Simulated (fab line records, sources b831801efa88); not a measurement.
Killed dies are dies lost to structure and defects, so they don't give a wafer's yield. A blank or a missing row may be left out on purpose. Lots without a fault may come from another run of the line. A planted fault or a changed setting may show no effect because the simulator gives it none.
A struck lot beside a sound one | flow sky130 | 16 steps out of a route of 708
Sound: wafers L962.2, L962.3, L962.5. Struck: wafers L971.1, L971.4, L971.6. The cause comes at the end.
At each step with rows: each side's tool, then ch and its chambers, then its first start. Under that, the readings that differ: sound wafers | struck wafers | difference of the means | sigmas: that difference in standard deviations of wafers without a fault.
alike: readings whose means differ by less than 2 such deviations, and words and numbers that are the same on both sides. not compared: withheld readings, readings that some wafer has no value for, bounds like >300 that may hide the same value, and numbers for which the record gives no deviation and whose values overlap.
The two part at a step that has a row with sigmas, a row that says differs or no value, or rows on one side only. Numbers that don't overlap but have no deviation are shown without sigmas and don't part them. A reading that every wafer of one side lacks parts them only if that side has two wafers or more.

first, 5 steps without rows for these wafers: SKY_POLY_GATE_COAT_08 (resist thk 450 nm); SKY_POLY_GATE_SOFTBAKE_09 (time 90 s); SKY_POLY_GATE_EXPOSE_10 (exposes mask P1M, target cd 150 nm); SKY_POLY_GATE_PEB_11; SKY_POLY_GATE_DEVELOP_12 (develop time 60 s).
SKY_POLY_GATE_CD_MEAS_13: target cd 150 nm.
  sound on cd_sem-01, day 18 04:29; struck on cd_sem-02, day 21 19:01
  alike: cd_nm
SKY_POLY_GATE_OVL_MEAS_14:
  sound on overlay-01, day 18 04:35; struck on overlay-01, day 21 19:08
  alike: POLY_GATE_OVL
SKY_POLY_GATE_ETCH_15: etches BARC in N2/H2, stops on SiO2, time 118.5 s, target depth 110 nm.
  sound on rie_diel-02 ch 1,2, day 18 04:37; struck on rie_diel-02 ch 0,2,3, day 21 19:10
  alike: drypump_motor_current_A, h2_flow_sccm, oes_product_au, throttle_valve_pct
  not compared: rf_hours_counter_h
SKY_POLY_GATE_ETCH_16: etches Si3N4 in CH3F/O2, stops on poly-Si, time 151.2 s, target depth 75 nm.
  sound on rie_diel-02 ch 1,2, day 18 04:42; struck on rie_diel-02 ch 0,2,3, day 21 19:15
  alike: drypump_motor_current_A, oes_product_au, throttle_valve_pct
  not compared: rf_hours_counter_h
SKY_POLY_GATE_ETCH_17: etches poly-Si in HBr/Cl2, stops on SiO2, target depth 180 nm, time 70.5 s.
  sound on rie_si-02 ch 0,1, day 18 04:48; struck on rie_si-01 ch 0,1,2, day 21 19:21
  alike: HBr_flow_sccm, drypump_motor_current_A, oes_product_au, throttle_valve_pct
  not compared: rf_hours_counter_h
SKY_POLY_GATE_STRIP_18: strips in O2/N2.
  sound on plasma_asher-04 ch 0,1, day 18 04:52; struck on plasma_asher-01 ch 0,1, day 21 19:24
  alike: drypump_motor_current_A, oes_product_au, strip_time_to_endpoint_s
  not compared: rf_hours_counter_h
then, 1 step without rows for these wafers: SKY_POLY_GATE_CLEAN_19 (cleans in SC1/SC2, time 150 s).
SKY_POLY_GATE_OXIDATION_20: stabilise 600 s, purge 300 s, target thk 4 nm.
  sound on furnace-02 ch 0, day 18 05:04; struck on furnace-02 ch 0, day 21 19:34
  reading                                          | sound                | struck               | difference | sigmas
  spike_tc_bottom_C (C)                            | 872.0 871.5 870.9    | 848.0 847.4 845.9    | -24.4      | -25
  spike_tc_centre_C (C)                            | 853.9 850.8 853.1    | 826.4 827.8 826.3    | -25.8      | -18
  spike_tc_lower_C (C)                             | 847.1 849.5 847.6    | 825.1 823.6 825.4    | -23.4      | -15
  spike_tc_top_C (C)                               | 862.4 862.4 861.2    | 837.3 837.0 837.0    | -24.9      | -18
  spike_tc_upper_C (C)                             | 848.9 849.1 848.6    | 826.4 825.2 824.7    | -23.4      | -20
  tube_center_temp_C (C)                           | 849.95 849.91 850.06 | 825.53 825.47 825.49 | -24.48     | -99 or more
  tube_center_temp_C_max                           | 852.6 852.0 852.5    | 827.8 827.8 827.7    | -24.6      | -77
  zone_power_bottom_pct (%)                        | 24.6 24.6 24.3       | 23.0 22.6 22.9       | -1.7       | -3
  zone_power_top_pct (%)                           | 29.4 28.9 28.8       | 27.3 28.0 27.2       | -1.5       | -5
  model.SiO2_of_POLY_GATE_OXIDATION_20.thk_nm (nm) | 4.03 3.89 4.029      | 3.025 3.064 3.082    | -0.926     |
  alike: zone_power_lower_pct
SKY_POLY_GATE_THK_MEAS_21:
  sound on film_metro-01, day 18 06:19; struck on film_metro-01, day 21 20:49
  reading                      | sound          | struck         | difference | sigmas
  POLY_GATE_OXIDATION_THK (nm) | 4.11 3.88 4.01 | 3.09 3.08 3.07 | -0.92      | -11
SKY_POLY_GATE_CD_MEAS_22:
  sound on cd_sem-02, day 18 06:24; struck on cd_sem-01, day 21 20:52
  reading    | sound             | struck            | difference | sigmas
  cd_nm (nm) | 154.7 151.7 151.7 | 148.6 146.8 146.0 | -5.6       | -2
-- the record jumps here: 27 days lie between the struck wafers' starts before and after (it left off in module POLY_GATE and takes up again in module PAD_OPEN, whose first step shown is number 708 of the route) --
SKY_PAD_OPEN_PROBE_99:
  sound on prober-02, day 47 00:10; struck on prober-02, day 49 02:41
  reading                         | sound             | struck            | difference | sigmas
  model.etest.tip_sonos.rs_ohm_sq | 2717 2717 2753    | 2481 2530 2499    | -226       |
  model.etest.tip_p.rs_ohm_sq     | 6817 6785 6816    | 6708 6661 6641    | -136       |
  model.etest.tip_n.rs_ohm_sq     | 440 442.8 443.3   | 422.8 420.6 424.6 | -19.4      |
  model.etest.res_pdiff.rs_ohm_sq | 198 196.1 197.7   | 192.2 192.5 192.4 | -4.9       |
  model.etest.res_ndiff.rs_ohm_sq | 120.2 119.5 120.1 | 118.8 117.7 119   | -1.4       |
  alike: killed_at_M0_to_M3, killed_at_M4_up, killed_at_contacts, killed_at_front_end, killed_at_other, killed_dies, killed_open, killed_short
  not compared: model.etest.res_pdiff.line_ohm_um

WHERE THEY PART
First at SKY_POLY_GATE_OXIDATION_20; last, within this record, at SKY_POLY_GATE_CD_MEAS_22. Later steps at which nothing parts them and some readings are alike: SKY_PAD_OPEN_PROBE_99.

WHY: what the simulator had put in
Process parameter drift: furnace-02, from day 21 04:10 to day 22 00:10, at SKY_POLY_GATE_OXIDATION_20. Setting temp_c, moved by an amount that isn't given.
